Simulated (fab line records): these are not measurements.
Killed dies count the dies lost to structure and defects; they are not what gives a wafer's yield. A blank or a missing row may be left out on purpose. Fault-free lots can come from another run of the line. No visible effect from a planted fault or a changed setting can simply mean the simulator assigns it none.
Which tool did it? || flow gf180mcu || 24 lots, 72 wafers sampled, at 4 steps of a route of 602

## WHAT EACH GAUGE READ, for each wafer
GF_HV_LDD_OVL_MEAS_08.
{"lot": "L074", "measured": "day 9 23:23", "on": "overlay-01", "HV_LDD_OVL (nm)": "-0.5 0.7 -0.2"}
{"lot": "L075", "measured": "day 10 07:34", "on": "overlay-02", "HV_LDD_OVL (nm)": "0.7 0.5 -1.0"}
{"lot": "L076", "measured": "day 10 15:23", "on": "overlay-02", "HV_LDD_OVL (nm)": "0.2 1.4 -1.2"}
{"lot": "L077", "measured": "day 10 21:01", "on": "overlay-01", "HV_LDD_OVL (nm)": "-1.1 0.2 -1.4"}
{"lot": "L078", "measured": "day 11 03:22", "on": "overlay-02", "HV_LDD_OVL (nm)": "-1.0 -1.2 -3.7"}
{"lot": "L079", "measured": "day 11 11:11", "on": "overlay-01", "HV_LDD_OVL (nm)": "-0.7 -1.6 -0.6"}
{"lot": "L080", "measured": "day 11 18:49", "on": "overlay-02", "HV_LDD_OVL (nm)": "-1.8 -0.1 -0.6"}
{"lot": "L081", "measured": "day 12 02:32", "on": "overlay-02", "HV_LDD_OVL (nm)": "-0.3 0.1 4.4"}
{"lot": "L082", "measured": "day 12 11:29", "on": "overlay-01", "HV_LDD_OVL (nm)": "-0.7 -0.9 -0.4"}
{"lot": "L083", "measured": "day 12 18:52", "on": "overlay-02", "HV_LDD_OVL (nm)": "-1.5 2.0 -0.2"}
{"lot": "L084", "measured": "day 13 01:53", "on": "overlay-01", "HV_LDD_OVL (nm)": "0.3 -1.4 -2.1"}
{"lot": "L085", "measured": "day 13 04:38", "on": "overlay-01", "HV_LDD_OVL (nm)": "-1.5 1.0 1.7"}
{"lot": "L086", "measured": "day 13 12:07", "on": "overlay-01", "HV_LDD_OVL (nm)": "-0.8 1.1 0.7"}
{"lot": "L087", "measured": "day 14 00:35", "on": "overlay-01", "HV_LDD_OVL (nm)": "2.0 0.9 1.9"}
{"lot": "L088", "measured": "day 14 05:53", "on": "overlay-02", "HV_LDD_OVL (nm)": "-1.7 -2.8 -1.8"}
{"lot": "L089", "measured": "day 14 15:49", "on": "overlay-01", "HV_LDD_OVL (nm)": "0.8 1.0 0.5"}
{"lot": "L090", "measured": "day 14 21:46", "on": "overlay-01", "HV_LDD_OVL (nm)": "0.7 -0.5 1.6"}
{"lot": "L091", "measured": "day 15 05:47", "on": "overlay-01", "HV_LDD_OVL (nm)": "0.5 1.6 -1.6"}
{"lot": "L092", "measured": "day 15 14:07", "on": "overlay-01", "HV_LDD_OVL (nm)": "-0.4 0.1 0.5"}
{"lot": "L093", "measured": "day 15 18:26", "on": "overlay-02", "HV_LDD_OVL (nm)": "0.1 -0.6 -2.6"}
{"lot": "L094", "measured": "day 16 02:25", "on": "overlay-01", "HV_LDD_OVL (nm)": "1.0 -0.6 -3.0"}
{"lot": "L095", "measured": "day 16 10:56", "on": "overlay-02", "HV_LDD_OVL (nm)": "-0.4 -1.5 -1.5"}
{"lot": "L096", "measured": "day 16 17:17", "on": "overlay-01", "HV_LDD_OVL (nm)": "-0.7 1.4 -2.0"}
{"lot": "L097", "measured": "day 17 07:07", "on": "overlay-01", "HV_LDD_OVL (nm)": "-2.2 -3.1 -0.4"}

GF_V1_OVL_MEAS_15.
{"lot": "L074", "measured": "day 18 00:20", "on": "overlay-01", "V1_OVL (nm)": "5 1 6"}
{"lot": "L075", "measured": "day 18 08:31", "on": "overlay-02", "V1_OVL (nm)": "1 2 -2"}
{"lot": "L076", "measured": "day 18 21:08", "on": "overlay-02", "V1_OVL (nm)": "-6 -3 -2"}
{"lot": "L077", "measured": "day 19 07:17", "on": "overlay-01", "V1_OVL (nm)": "-8 -4 -3"}
{"lot": "L078", "measured": "day 19 14:31", "on": "overlay-02", "V1_OVL (nm)": "1 -2 -4"}
{"lot": "L079", "measured": "day 20 01:29", "on": "overlay-02", "V1_OVL (nm)": "1 3 4"}
{"lot": "L080", "measured": "day 20 11:55", "on": "overlay-01", "V1_OVL (nm)": "-2 1 -6"}
{"lot": "L081", "measured": "day 20 22:58", "on": "overlay-02", "V1_OVL (nm)": "-5 -16 -5"}
{"lot": "L082", "measured": "day 21 09:35", "on": "overlay-02", "V1_OVL (nm)": "-1 -4 0"}
{"lot": "L083", "measured": "day 21 16:28", "on": "overlay-02", "V1_OVL (nm)": "-8 -7 1"}
{"lot": "L084", "measured": "day 21 23:56", "on": "overlay-01", "V1_OVL (nm)": "-1 0 -2"}
{"lot": "L085", "measured": "day 22 05:11", "on": "overlay-01", "V1_OVL (nm)": "-11 -7 -9"}
{"lot": "L086", "measured": "day 22 13:52", "on": "overlay-01", "V1_OVL (nm)": "1 7 7"}
{"lot": "L087", "measured": "day 23 00:44", "on": "overlay-02", "V1_OVL (nm)": "0 11 6"}
{"lot": "L088", "measured": "day 23 10:08", "on": "overlay-01", "V1_OVL (nm)": "-10 -6 -11"}
{"lot": "L089", "measured": "day 23 20:07", "on": "overlay-01", "V1_OVL (nm)": "-2 -6 -2"}
{"lot": "L090", "measured": "day 23 23:35", "on": "overlay-01", "V1_OVL (nm)": "-4 -6 -15"}
{"lot": "L091", "measured": "day 24 08:56", "on": "overlay-01", "V1_OVL (nm)": "0 -3 0"}
{"lot": "L092", "measured": "day 24 15:37", "on": "overlay-02", "V1_OVL (nm)": "-11 0 -8"}
{"lot": "L093", "measured": "day 24 20:44", "on": "overlay-01", "V1_OVL (nm)": "10 -2 7"}
{"lot": "L094", "measured": "day 25 06:26", "on": "overlay-01", "V1_OVL (nm)": "-3 2 -5"}
{"lot": "L095", "measured": "day 25 14:23", "on": "overlay-01", "V1_OVL (nm)": "-6 -3 -2"}
{"lot": "L096", "measured": "day 25 18:53", "on": "overlay-02", "V1_OVL (nm)": "4 -1 4"}
{"lot": "L097", "measured": "day 26 07:32", "on": "overlay-02", "V1_OVL (nm)": "-10 2 -3"}

GF_M3_CD_MEAS_14: the cd target is 280 nm.
{"lot": "L074", "measured": "day 21 05:46", "on": "cd-sem-01", "cd-nm (nm)": "280.0 279.0 279.0"}
{"lot": "L075", "measured": "day 21 13:43", "on": "cd-sem-01", "cd-nm (nm)": "280.8 281.9 280.8"}
{"lot": "L076", "measured": "day 22 02:13", "on": "cd-sem-02", "cd-nm (nm)": "281.6 282.4 282.5"}
{"lot": "L077", "measured": "day 22 10:43", "on": "cd-sem-01", "cd-nm (nm)": "280.1 280.0 278.9"}
{"lot": "L078", "measured": "day 22 18:51", "on": "cd-sem-02", "cd-nm (nm)": "278.1 278.5 279.6"}
{"lot": "L079", "measured": "day 23 04:31", "on": "cd-sem-01", "cd-nm (nm)": "280.0 279.1 279.6"}
{"lot": "L080", "measured": "day 23 13:52", "on": "cd-sem-01", "cd-nm (nm)": "280.9 281.8 282.1"}
{"lot": "L081", "measured": "day 24 00:19", "on": "cd-sem-02", "cd-nm (nm)": "281.1 280.2 281.7"}
{"lot": "L082", "measured": "day 24 11:12", "on": "cd-sem-01", "cd-nm (nm)": "281.5 280.7 281.5"}
{"lot": "L083", "measured": "day 24 17:22", "on": "cd-sem-02", "cd-nm (nm)": "282.4 281.4 281.3"}
{"lot": "L084", "measured": "day 25 00:10", "on": "cd-sem-01", "cd-nm (nm)": "280.1 280.1 280.8"}
{"lot": "L085", "measured": "day 25 04:44", "on": "cd-sem-02", "cd-nm (nm)": "279.5 278.1 278.5"}
{"lot": "L086", "measured": "day 25 13:01", "on": "cd-sem-02", "cd-nm (nm)": "281.3 280.7 282.0"}
{"lot": "L087", "measured": "day 25 23:36", "on": "cd-sem-02", "cd-nm (nm)": "281.0 279.3 280.7"}
{"lot": "L088", "measured": "day 26 07:52", "on": "cd-sem-01", "cd-nm (nm)": "278.1 277.6 277.7"}
{"lot": "L089", "measured": "day 26 16:12", "on": "cd-sem-02", "cd-nm (nm)": "279.7 279.1 280.1"}
{"lot": "L090", "measured": "day 26 19:07", "on": "cd-sem-01", "cd-nm (nm)": "281.2 280.5 278.9"}
{"lot": "L091", "measured": "day 27 04:38", "on": "cd-sem-02", "cd-nm (nm)": "280.4 280.4 279.1"}
{"lot": "L092", "measured": "day 27 11:44", "on": "cd-sem-02", "cd-nm (nm)": "279.1 278.1 278.8"}
{"lot": "L093", "measured": "day 27 15:17", "on": "cd-sem-02", "cd-nm (nm)": "282.1 282.0 280.9"}
{"lot": "L094", "measured": "day 28 00:47", "on": "cd-sem-01", "cd-nm (nm)": "280.4 279.6 280.8"}
{"lot": "L095", "measured": "day 28 07:42", "on": "cd-sem-01", "cd-nm (nm)": "282.1 280.7 282.7"}
{"lot": "L096", "measured": "day 28 11:41", "on": "cd-sem-02", "cd-nm (nm)": "280.0 279.9 279.6"}
{"lot": "L097", "measured": "day 28 22:17", "on": "cd-sem-01", "cd-nm (nm)": "278.8 279.6 278.6"}

## WHAT TOOL EACH LOT RAN ON (gives the tool, then ch and the chambers of the sampled wafers, and finally the start)
{"lot": "L074", "GF_V2_CVD_23": "cvd-w-02 ch 0,1, day 20 05:30"}
{"lot": "L075", "GF_V2_CVD_23": "cvd-w-02 ch 0,1, day 20 13:01"}
{"lot": "L076", "GF_V2_CVD_23": "cvd-w-01 ch 0,1, day 21 01:43"}
{"lot": "L077", "GF_V2_CVD_23": "cvd-w-02 ch 0,1, day 21 10:56"}
{"lot": "L078", "GF_V2_CVD_23": "cvd-w-01 ch 0,1, day 21 18:49"}
{"lot": "L079", "GF_V2_CVD_23": "cvd-w-01 ch 0,1, day 22 05:16"}
{"lot": "L080", "GF_V2_CVD_23": "cvd-w-02 ch 0,1, day 22 14:28"}
{"lot": "L081", "GF_V2_CVD_23": "cvd-w-02 ch 0,1, day 23 01:04"}
{"lot": "L082", "GF_V2_CVD_23": "cvd-w-02 ch 0,1, day 23 11:57"}
{"lot": "L083", "GF_V2_CVD_23": "cvd-w-02 ch 0,1, day 23 18:34"}
{"lot": "L084", "GF_V2_CVD_23": "cvd-w-02 ch 0,1, day 24 01:24"}
{"lot": "L085", "GF_V2_CVD_23": "cvd-w-02 ch 0,1, day 24 06:03"}
{"lot": "L086", "GF_V2_CVD_23": "cvd-w-01 ch 0,1, day 24 15:07"}
{"lot": "L087", "GF_V2_CVD_23": "cvd-w-01 ch 0,1, day 25 01:32"}
{"lot": "L088", "GF_V2_CVD_23": "cvd-w-02 ch 0,1, day 25 10:23"}
{"lot": "L089", "GF_V2_CVD_23": "cvd-w-02 ch 0,1, day 25 18:52"}
{"lot": "L090", "GF_V2_CVD_23": "cvd-w-02 ch 0,1, day 25 21:55"}
{"lot": "L091", "GF_V2_CVD_23": "cvd-w-01 ch 0,1, day 26 07:51"}
{"lot": "L092", "GF_V2_CVD_23": "cvd-w-01 ch 0,1, day 26 14:43"}
{"lot": "L093", "GF_V2_CVD_23": "cvd-w-02 ch 0,1, day 26 18:56"}
{"lot": "L094", "GF_V2_CVD_23": "cvd-w-02 ch 0,1, day 27 03:46"}
{"lot": "L095", "GF_V2_CVD_23": "cvd-w-01 ch 1, day 27 11:01"}
{"lot": "L096", "GF_V2_CVD_23": "cvd-w-01 ch 0,1, day 27 15:44"}
{"lot": "L097", "GF_V2_CVD_23": "cvd-w-02 ch 0,1, day 28 02:43"}
- GF_V2_CVD_23: deposits W, target thk 350 nm, time 104.94 s.

## WHAT THE TOOLS THEMSELVES READ (means of the sampled wafers that have a number; where no wafer has one, the mark that the record gives instead)
GF_V2_CVD_23.
{"lot": "L074", "tool": "cvd-w-02", "heater-power-w (W)": 805}
{"lot": "L075", "tool": "cvd-w-02", "heater-power-w (W)": 857}
{"lot": "L076", "tool": "cvd-w-01", "heater-power-w (W)": 816}
{"lot": "L077", "tool": "cvd-w-02", "heater-power-w (W)": 799}
{"lot": "L078", "tool": "cvd-w-01", "heater-power-w (W)": 761}
{"lot": "L079", "tool": "cvd-w-01", "heater-power-w (W)": 808}
{"lot": "L080", "tool": "cvd-w-02", "heater-power-w (W)": 802}
{"lot": "L081", "tool": "cvd-w-02", "heater-power-w (W)": 853}
{"lot": "L082", "tool": "cvd-w-02", "heater-power-w (W)": 855}
{"lot": "L083", "tool": "cvd-w-02", "heater-power-w (W)": 802}
{"lot": "L084", "tool": "cvd-w-02", "heater-power-w (W)": 849}
{"lot": "L085", "tool": "cvd-w-02", "heater-power-w (W)": 800}
{"lot": "L086", "tool": "cvd-w-01", "heater-power-w (W)": 801}
{"lot": "L087", "tool": "cvd-w-01", "heater-power-w (W)": 824}
{"lot": "L088", "tool": "cvd-w-02", "heater-power-w (W)": 848}
{"lot": "L089", "tool": "cvd-w-02", "heater-power-w (W)": 866}
{"lot": "L090", "tool": "cvd-w-02", "heater-power-w (W)": 855}
{"lot": "L091", "tool": "cvd-w-01", "heater-power-w (W)": 820}
{"lot": "L092", "tool": "cvd-w-01", "heater-power-w (W)": 814}
{"lot": "L093", "tool": "cvd-w-02", "heater-power-w (W)": 811}
{"lot": "L094", "tool": "cvd-w-02", "heater-power-w (W)": 854}
{"lot": "L095", "tool": "cvd-w-01", "heater-power-w (W)": 875}
{"lot": "L096", "tool": "cvd-w-01", "heater-power-w (W)": 813}
{"lot": "L097", "tool": "cvd-w-02", "heater-power-w (W)": 855}

## THE ANSWER, worked out from the rows above alone
Rule: usual is defined by the lots themselves. The widest of any qualifying gaps counts: lots, ordered by their means at a reading, are off when they make up no more than a third of the lots, leave a main group of 4 or more, and stand apart from it by 3 or more times the standard deviation of that group's means. A main group whose means are all the same, to the digits that the tables above print for the reading, isn't used. Also off: a lot with no number at a reading for which 4 or more lots have one. The other lots that the step has rows for count as sound. The gauges are gone through in route order, then the tools' own readings, and for those a lot's mean is taken as printed above. The first step at which some lot is off is used, and at that step the reading that is off furthest; a lot without a number counts as furthest.
No lot is off on any of the readings shown, so nothing can be concluded from this.

## WHAT THE SIMULATOR HAD PUT IN
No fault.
